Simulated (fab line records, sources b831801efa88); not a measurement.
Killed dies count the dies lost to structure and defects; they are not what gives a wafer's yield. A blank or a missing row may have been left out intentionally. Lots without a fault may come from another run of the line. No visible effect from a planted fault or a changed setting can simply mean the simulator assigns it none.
Which tool was responsible? | flow gf180mcu | 36 wafers from 13 lots sampled at 4 of the route's 602 steps

## WHAT THE GAUGES SHOWED, per wafer
GF_M3_THK_MEAS_06: measures by xrf. Usual: M3_ALCU_THK typically reads 462 nm, with standard deviation 5.4.
lot  | measured     | on            | M3_ALCU_THK (nm) | flag
L572 | day 20 02:26 | film-metro-01 | 455 461 461      |
L573 | day 20 06:52 | film-metro-01 | 473 464 472      |
L574 | day 20 19:35 | film-metro-03 | 454 454 456      |
L575 | day 21 07:13 | film-metro-04 | 474 466 473      |
L576 | day 21 16:12 | film-metro-01 | 453 456 454      |
L581 | day 23 19:44 | film-metro-04 | 462 460          |
L582 | day 24 05:42 | film-metro-03 | 460 454          |
L583 | day 24 14:55 | film-metro-03 | 456 457          |
L588 | day 26 03:44 | film-metro-01 | 462 461 464      |
L590 | day 26 20:34 | film-metro-04 | 465 464 463      |
L593 | day 27 20:19 | film-metro-04 | 464 461 458      |
L594 | day 27 22:55 | film-metro-01 | 458 457 459      |
L595 | day 28 04:13 | film-metro-03 | 463 460 458      |

GF_M4_CD_MEAS_14: the cd target is 280 nm. Usual: cd-nm at 280.1 nm, with a standard deviation of 1.4.
lot  | measured     | on        | cd-nm (nm)        | flag
L572 | day 23 02:42 | cd-sem-02 | 279.6 279.5 279.2 |
L573 | day 23 07:50 | cd-sem-02 | 278.9 280.5 278.4 |
L574 | day 23 20:04 | cd-sem-01 | 279.9 280.9 280.5 |
L575 | day 24 05:57 | cd-sem-01 | 277.1 279.4 278.2 |
L576 | day 24 14:30 | cd-sem-02 | 278.4 277.2 277.5 |
L581 | day 26 16:35 | cd-sem-02 | 279.0 280.2       |
L582 | day 27 00:10 | cd-sem-02 | 280.9 280.3       |
L583 | day 27 08:02 | cd-sem-01 | 280.8 281.2       |
L588 | day 28 17:40 | cd-sem-01 | 281.0 280.9 281.4 |
L590 | day 29 09:49 | cd-sem-02 | 280.6 282.7 281.6 |
L593 | day 30 08:13 | cd-sem-01 | 279.7 278.2 280.2 |
L594 | day 30 09:59 | cd-sem-02 | 282.4 282.2 280.1 |
L595 | day 30 15:27 | cd-sem-01 | 280.6 279.2 279.3 |

GF_V4_THK_MEAS_25: measures by xrf. Usual: V4_W_THK typically reads 358 nm, with standard deviation 5.2.
lot  | measured     | on            | V4_W_THK (nm) | flag
L572 | day 24 04:09 | film-metro-03 | 363 362 357   |
L573 | day 24 08:23 | film-metro-03 | 365 363 369   |
L574 | day 24 20:14 | film-metro-03 | 360 358 361   |
L575 | day 25 06:09 | film-metro-04 | 358 347 345   |
L576 | day 25 14:10 | film-metro-03 | 354 359 360   |
L581 | day 27 14:37 | film-metro-03 | 360 363       |
L582 | day 27 23:28 | film-metro-03 | 368 367       |
L583 | day 28 06:12 | film-metro-02 | 350 345       |
L588 | day 29 15:35 | film-metro-04 | 355 360 359   |
L590 | day 30 07:32 | film-metro-03 | 363 366 363   |
L593 | day 31 03:34 | film-metro-02 | 363 356 363   |
L594 | day 31 07:41 | film-metro-04 | 360 360 359   |
L595 | day 31 11:55 | film-metro-03 | 361 358 359   |

## EACH LOT AND THE TOOL THAT RAN IT (in order: tool; ch and the chambers of the sampled wafers; start)
lot  | GF_V4_SOFTBAKE_10
L572 | litho-track-03 ch 0, day 23 15:00
L573 | litho-track-04 ch 0, day 23 20:00
L574 | litho-track-04 ch 0, day 24 08:00
L575 | litho-track-03 ch 0, day 24 18:00
L576 | litho-track-04 ch 0, day 25 02:00
L581 | litho-track-03 ch 0, day 27 03:00
L582 | litho-track-03 ch 0, day 27 11:00
L583 | litho-track-03 ch 0, day 27 19:00
L588 | litho-track-04 ch 0, day 29 04:00
L590 | litho-track-01 ch 0, day 29 21:00
L593 | litho-track-03 ch 0, day 30 18:00
L594 | litho-track-03 ch 0, day 30 20:00
L595 | litho-track-04 ch 0, day 31 01:00
- GF_V4_SOFTBAKE_10: time 60 s.

## WHAT THE TOOLS THEMSELVES READ (means of the sampled wafers that have a number; where no wafer has one, the mark that the record gives instead)
GF_V4_SOFTBAKE_10. Usual: chill-plate-temp-C 23.01 C, standard deviation 0.099; run-length-s 89.19 s, standard deviation 0.19.
lot  | tool           | chill-plate-temp-C (C) | run-length-s (s) | flag
L572 | litho-track-03 | 23.05                  | 89.18            |
L573 | litho-track-04 | 22.96                  | 89.26            |
L574 | litho-track-04 | 22.97                  | 89.40            |
L575 | litho-track-03 | 23.11                  | 89.18            |
L576 | litho-track-04 | 22.96                  | 89.29            |
L581 | litho-track-03 | 22.91                  | 90.66            | OFF
L582 | litho-track-03 | 23.09                  | 90.56            | OFF
L583 | litho-track-03 | 23.08                  | 92.10            | OFF
L588 | litho-track-04 | 22.90                  | 89.40            |
L590 | litho-track-01 | 23.07                  | 89.18            |
L593 | litho-track-03 | 22.99                  | 89.09            |
L594 | litho-track-03 | 23.12                  | 89.01            |
L595 | litho-track-04 | 23.10                  | 89.40            |

## THE ANSWER, worked out from the rows above alone
Rule: a lot counts as off when the mean over its wafers that have a number is more than 3 standard deviations away from the usual mean. A lot without any number at a reading at which 4 lots or more have one is off too. The other lots that the step has rows for count as sound. Order of review: gauges by route order, followed by the tools' own readings, for which a lot's mean as printed above is used. The first step at which some lot is off is used, and at that step the reading that is off furthest; a lot without a number counts as furthest.
Off: L581, L582, L583 (GF_V4_SOFTBAKE_10, run-length-s).
If a tool, at that step or one of the process steps before it, ran each lot that is off and ran no sound lot following the first of them, it fits. None of those tried fits.

## WHAT THE SIMULATOR HAD PUT IN
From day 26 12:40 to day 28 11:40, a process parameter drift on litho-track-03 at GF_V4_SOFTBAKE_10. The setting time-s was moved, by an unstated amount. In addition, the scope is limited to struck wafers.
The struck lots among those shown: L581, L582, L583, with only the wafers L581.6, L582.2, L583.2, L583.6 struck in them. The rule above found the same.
